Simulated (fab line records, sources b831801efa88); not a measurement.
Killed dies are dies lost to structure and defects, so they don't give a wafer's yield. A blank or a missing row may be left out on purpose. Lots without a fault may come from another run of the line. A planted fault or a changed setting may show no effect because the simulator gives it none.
Which tool did it? | flow gf180mcu | 13 lots, 39 wafers sampled, at 2 steps of a route of 602

WHAT THE GAUGES READ, wafer by wafer
GF_M2_THK_MEAS_06: measures by xrf.
lot  | measured     | on            | M2_ALCU_THK (nm)
L899 | day 17 23:35 | film_metro-02 | 466 464 457
L900 | day 18 10:44 | film_metro-04 | 449 445 447
L904 | day 20 04:14 | film_metro-01 | 455 455 457
L905 | day 20 13:11 | film_metro-01 | 443 443 439
L906 | day 20 20:17 | film_metro-04 | 443 449 448
L908 | day 21 17:48 | film_metro-04 | 462 457 460
L909 | day 22 01:45 | film_metro-01 | 448 456 455
L910 | day 22 07:59 | film_metro-02 | 452 459 457
L911 | day 22 15:16 | film_metro-01 | 446 445 449
L918 | day 25 11:53 | film_metro-04 | 451 449 454
L919 | day 25 15:00 | film_metro-01 | 459 455 456
L921 | day 25 19:44 | film_metro-02 | 461 454 457
L922 | day 26 09:09 | film_metro-01 | 447 452 454

WHICH TOOL RAN EACH LOT (tool, then ch and the chambers of the sampled wafers, then the start)
lot  | GF_V1_ETCH_16
L899 | rie_diel-02 ch 0,3, day 17 21:51
L900 | rie_diel-04 ch 1,3, day 18 08:55
L904 | rie_diel-04 ch 0,1, day 20 02:33
L905 | rie_diel-02 ch 1,2,3, day 20 11:30
L906 | rie_diel-03 ch 0,2, day 20 18:32
L908 | rie_diel-03 ch 1,2,3, day 21 16:00
L909 | rie_diel-03 ch 0,1,3, day 22 00:02
L910 | rie_diel-04 ch 0,1,2, day 22 06:15
L911 | rie_diel-02 ch 0,1,2, day 22 13:32
L918 | rie_diel-02 ch 1,2,3, day 25 10:11
L919 | rie_diel-03 ch 0,1,2, day 25 13:17
L921 | rie_diel-02 ch 0,3, day 25 18:02
L922 | rie_diel-02 ch 1,3, day 26 07:25
- GF_V1_ETCH_16: etches BARC in N2/H2.

WHAT THE TOOLS THEMSELVES READ (means of the sampled wafers that have a number; where no wafer has one, the mark that the record gives instead)
GF_V1_ETCH_16.
lot  | tool        | drypump_motor_current_A (A) | oes_product_au (a.u.) | throttle_valve_pct (%)
L899 | rie_diel-02 | 5.8                         | 0.857                 | 13.221
L900 | rie_diel-04 | 6.1                         | 0.858                 | 13.236
L904 | rie_diel-04 | 5.5                         | 0.849                 | 13.224
L905 | rie_diel-02 | 5.8                         | 0.852                 | 13.211
L906 | rie_diel-03 | 6.1                         | 0.857                 | 13.236
L908 | rie_diel-03 | 5.9                         | 0.855                 | 13.225
L909 | rie_diel-03 | 5.7                         | 0.854                 | 13.226
L910 | rie_diel-04 | 5.7                         | 0.852                 | 13.219
L911 | rie_diel-02 | 6.0                         | 0.854                 | 13.225
L918 | rie_diel-02 | 5.8                         | 0.849                 | 13.230
L919 | rie_diel-03 | 5.9                         | 0.850                 | 13.221
L921 | rie_diel-02 | 5.9                         | 0.859                 | 13.232
L922 | rie_diel-02 | 5.7                         | 0.854                 | 13.226

THE ANSWER, worked out from the rows above alone
Rule: what is usual is taken from the lots themselves. Put in order of their means at a reading, lots are off if they are a third of the lots or fewer, leave a main group of 4 or more, and stand apart from it by a gap of 3 or more times the standard deviation of the main group's means; of several such gaps the widest counts. A main group whose means are all the same, to the digits that the tables above print for the reading, isn't used. A lot without any number at a reading at which 4 lots or more have one is off too. The other lots that the step has rows for count as sound. The gauges are gone through in route order, then the tools' own readings, and for those a lot's mean is taken as printed above. The first step at which some lot is off is used, and at that step the reading that is off furthest; a lot without a number counts as furthest.
No lot is off at any reading shown: from this, nothing can be told.

WHAT THE SIMULATOR HAD PUT IN
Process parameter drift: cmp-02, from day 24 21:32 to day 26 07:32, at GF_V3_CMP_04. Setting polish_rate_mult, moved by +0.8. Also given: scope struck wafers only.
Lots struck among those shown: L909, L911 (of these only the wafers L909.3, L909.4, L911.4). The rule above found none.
